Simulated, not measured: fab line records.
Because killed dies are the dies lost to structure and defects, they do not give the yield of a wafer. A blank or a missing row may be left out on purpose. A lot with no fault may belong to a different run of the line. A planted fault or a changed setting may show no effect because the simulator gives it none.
Which tool was responsible?    flow gf180mcu    6 lots, 18 wafers sampled, at 1 step of a route of 602

WHAT THE GAUGES READ, wafer by wafer
GF_NSD_OVL_MEAS_08.
lot   measured      on          NSD_OVL (nm)
L616  day 13 19:11  overlay-02  -1.5 -1.1 0.5
L618  day 14 14:04  overlay-02  -0.1 0.9 0.3
L620  day 15 06:26  overlay-01  -1.4 0.8 -3.7
L623  day 16 06:46  overlay-02  -1.4 -1.4 -1.6
L626  day 17 01:37  overlay-01  -0.5 -0.1 -0.8
L637  day 21 01:58  overlay-02  -3.0 -1.9 -1.8

TOOL THAT RAN EACH LOT (tool first, then ch and the chambers of the sampled wafers, then the start)
There is no process step in the record ahead of these readings.

THE ANSWER, worked out from the rows above alone
Rule: what is usual is taken from the lots themselves. Put in order of their means at a reading, lots are off if they are a third of the lots or fewer, leave a main group of 4 or more, and stand apart from it by a gap of 3 or more times the standard deviation of the main group's means; of several such gaps the widest counts. A main group is skipped when, at the precision printed for the reading in the tables above, its means are all equal. Also off: a lot with no number at a reading for which 4 or more lots have one. Where the step has rows for the other lots, those lots are counted as sound.
No lot is off at any reading shown: from this, nothing can be told.

WHAT THE SIMULATOR HAD PUT IN
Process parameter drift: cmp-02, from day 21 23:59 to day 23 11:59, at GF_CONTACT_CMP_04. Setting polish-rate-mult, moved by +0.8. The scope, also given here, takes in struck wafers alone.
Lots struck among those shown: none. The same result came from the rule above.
